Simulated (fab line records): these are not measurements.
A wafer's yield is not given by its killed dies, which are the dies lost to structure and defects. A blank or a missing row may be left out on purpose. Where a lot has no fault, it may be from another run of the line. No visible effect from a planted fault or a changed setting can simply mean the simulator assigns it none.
Which of the tools did it?    flow sky130    27 wafers from 9 lots sampled at 5 of the route's 708 steps

## WHAT EACH GAUGE READ, for each wafer
SKY_LDD_LDN_OVL_MEAS_07.
lot   measured      on          LDD_LDN_OVL (nm)
L947  day 22 09:40  overlay-02  1.4 1.3 1.2
L948  day 22 13:13  overlay-02  -2.1 -1.1 0.2
L949  day 23 09:23  overlay-02  0.8 -2.9 -0.9
L950  day 23 13:07  overlay-02  0.9 1.4 0.2
L951  day 24 04:11  overlay-01  -1.8 -1.0 -0.5
L952  day 24 23:56  overlay-01  -1.2 -2.1 -2.4
L960  day 28 00:04  overlay-02  -3.6 -4.0 -3.4
L961  day 28 09:22  overlay-01  -0.9 -1.2 -2.2
L962  day 28 15:31  overlay-02  0.0 0.7 -1.4

SKY_SPACER_THK_MEAS_01.
lot   measured      on             SPACER_CVD_00_THK (nm)
L947  day 22 12:55  film metro-02  43.0 43.0 43.1
L948  day 22 16:18  film metro-02  43.2 43.1 43.0
L949  day 23 14:10  film metro-03  43.4 43.5 43.5
L950  day 23 15:22  film metro-02  43.5 43.6 43.8
L951  day 24 06:14  film metro-04  43.6 43.1 42.7
L952  day 25 03:15  film metro-02  42.5 42.8 42.8
L960  day 28 02:08  film metro-03  43.7 43.6 43.3
L961  day 28 11:25  film metro-02  39.9 39.9 39.6
L962  day 28 17:34  film metro-04  39.3 39.6 40.0

## TOOL THAT RAN EACH LOT (tool first, then ch and the chambers of the sampled wafers, then the start)
lot   SKY_SONOS_ONO_ETCH_15               SKY_POLY_GATE_STRIP_18                SKY_SPACER_CVD_00
L947  rie diel-01 ch 0,3, day 12 08:04    plasma asher-03 ch 0,1, day 16 00:28  lpcvd-02 ch 1, day 22 11:43
L948  rie diel-03 ch 0,1, day 12 13:46    plasma asher-03 ch 0, day 16 04:52    lpcvd-02 ch 1, day 22 14:29
L949  rie diel-03 ch 0,2,3, day 13 04:29  plasma asher-01 ch 0,1, day 16 20:55  lpcvd-02 ch 1, day 23 12:22
L950  rie diel-04 ch 1,2, day 13 07:34    plasma asher-04 ch 0,1, day 17 00:43  lpcvd-02 ch 0, day 23 14:10
L951  rie diel-04 ch 1,2,3, day 13 19:44  plasma asher-03 ch 0,1, day 17 17:38  lpcvd-02 ch 1, day 24 05:01
L952  rie diel-01 ch 1,2, day 14 16:10    plasma asher-03 ch 0,1, day 18 14:02  lpcvd-02 ch 1, day 25 02:02
L960  rie diel-03 ch 0,1,3, day 17 16:05  plasma asher-04 ch 0,1, day 21 17:35  lpcvd-02 ch 0, day 28 00:55
L961  rie diel-04 ch 2,3, day 17 23:28    plasma asher-03 ch 1, day 22 03:02    lpcvd-02 ch 1, day 28 10:13
L962  rie diel-04 ch 0,1,2, day 18 03:46  plasma asher-01 ch 0,1, day 22 09:26  lpcvd-02 ch 1, day 28 16:22
- SKY_SONOS_ONO_ETCH_15: etches the open film in CHF3/O2, target depth 19.52 nm, time 7.8 s.
- SKY_POLY_GATE_STRIP_18: strips in O2/N2.
- SKY_SPACER_CVD_00: deposits Si3N4 from DCS/NH3, target thk 43.1 nm, time 740 s.

## WHAT THE TOOLS THEMSELVES READ (means of the sampled wafers that have a number; where no wafer has one, the mark that the record gives instead)
SKY_SONOS_ONO_ETCH_15.
lot   tool         drypump motor current A (A)  oes product au (a.u.)  rf fwd power W (W)  throttle valve pct (%)
L947  rie diel-01  5.8                          0.991                  584.9               8.833
L948  rie diel-03  5.9                          1.009                  588.4               8.828
L949  rie diel-03  5.9                          1.001                  585.7               8.823
L950  rie diel-04  5.4                          1.004                  586.1               8.833
L951  rie diel-04  5.6                          1.008                  587.6               8.827
L952  rie diel-01  6.0                          1.007                  589.8               8.831
L960  rie diel-03  5.9                          1.006                  586.4               8.822
L961  rie diel-04  5.8                          1.006                  585.5               8.819
L962  rie diel-04  5.5                          1.001                  586.5               8.829

SKY_POLY_GATE_STRIP_18.
lot   tool             drypump motor current A (A)  oes product au (a.u.)  strip time to endpoint s (s)
L947  plasma asher-03  6.22                         0.359                  3.16
L948  plasma asher-03  6.44                         0.355                  3.14
L949  plasma asher-01  6.14                         0.365                  3.22
L950  plasma asher-04  6.08                         0.359                  3.14
L951  plasma asher-03  6.02                         0.362                  3.19
L952  plasma asher-03  6.01                         0.362                  3.17
L960  plasma asher-04  6.07                         0.359                  3.18
L961  plasma asher-03  5.80                         0.360                  3.16
L962  plasma asher-01  6.13                         0.362                  3.17

SKY_SPACER_CVD_00.
lot   tool      spike tc bottom C (C)  zone power centre pct (%)  zone power lower pct (%)
L947  lpcvd-02  789.1                  13.7                       14.7
L948  lpcvd-02  788.6                  13.7                       14.9
L949  lpcvd-02  790.1                  13.8                       14.8
L950  lpcvd-02  791.3                  14.8                       12.7
L951  lpcvd-02  789.5                  13.6                       14.9
L952  lpcvd-02  789.2                  13.7                       14.7
L960  lpcvd-02  790.7                  14.9                       12.8
L961  lpcvd-02  789.3                  13.7                       14.7
L962  lpcvd-02  790.1                  13.7                       14.8

## THE ANSWER, worked out from the rows above alone
Rule: the lots themselves supply what counts as usual. The widest of any qualifying gaps counts: lots, ordered by their means at a reading, are off when they make up no more than a third of the lots, leave a main group of 4 or more, and stand apart from it by 3 or more times the standard deviation of that group's means. The tables above print the reading to a certain number of digits; a main group whose means all agree to those digits is not used. Also off: a lot with no number at a reading for which 4 or more lots have one. Any other lot the step has rows for is counted as sound. After the gauges, taken in route order, come the tools' own readings; for these a lot's mean is taken, as printed above. The first step at which some lot is off is used, and at that step the reading that is off furthest; a lot without a number counts as furthest.
Off: at SKY_SPACER_THK_MEAS_01 (SPACER_CVD_00_THK), L961, L962. The main group has a mean of 43.2 nm with a standard deviation of 0.31.
If a tool, at a process step before that reading, ran all the lots that are off and no sound lot after the first of them, it fits. Those tools and the gauges at SKY_SPACER_THK_MEAS_01 are tried in the same way. 2 tools fit, rie diel-04 at SKY_SONOS_ONO_ETCH_15 and lpcvd-02 at SKY_SPACER_CVD_00, so this cannot tell which one it is.

## WHAT THE SIMULATOR HAD INSERTED
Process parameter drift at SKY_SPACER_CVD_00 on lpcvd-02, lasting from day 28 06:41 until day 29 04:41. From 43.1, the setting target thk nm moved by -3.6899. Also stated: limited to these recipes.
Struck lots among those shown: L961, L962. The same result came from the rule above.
